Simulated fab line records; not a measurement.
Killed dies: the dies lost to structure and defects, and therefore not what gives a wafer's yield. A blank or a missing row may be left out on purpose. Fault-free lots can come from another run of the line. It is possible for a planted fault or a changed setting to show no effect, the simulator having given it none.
Chamber matching	flow gf180mcu	rieSi-02 running GF_POLY_GATE_ETCH_13: 4 sister chambers
The step etches poly-Si in HBr/Cl2, stops on SiO2, target depth 198.5 nm, time 69.6 s. 4 wafers are shown with their chamber, then 7 later ones without.

EACH WAFER AND ITS CHAMBER
wafer	chamber	drypumpMotorCurrentA (A)
L287.5	2	5.0
L289.3	0	6.5
L289.5	3	5.3
L296.5	1	6.5

WAFERS WITHOUT THEIR CHAMBER
wafer	drypumpMotorCurrentA (A)
L296.6	5.0
L297.4	5.1
L297.5	6.4
L297.6	5.1
L299.2	6.4
L299.3	5.0
L299.5	6.6

THE CHAMBER EACH PASSED THROUGH
wafer	from the rows above	in truth
L296.6	2	2
L297.4	can't be placed: 2 or 3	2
L297.5	can't be placed: 0 or 1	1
L297.6	can't be placed: 2 or 3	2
L299.2	can't be placed: 0 or 1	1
L299.3	2	2
L299.5	can't be placed: 0 or 1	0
Placed correctly: 2 of 7. Can't be placed from these rows: 5 (the true chamber is among the candidates in 5). Wrongly placed: 0.
How it was worked out, from the rows above alone: a wafer's distance from a chamber is the root of the sum, over the readings, of the square of ((its reading less the chamber's mean) divided by the reading's scatter). If the next closest chamber is less than 2 further off than the closest, the wafer can't be placed; otherwise it belongs to the closest. Each chamber's mean is taken over the wafers shown for it. The scatter (one wafer shown for each chamber): square how far every hidden wafer sits from the nearest shown wafer, average those squares and take the square root.
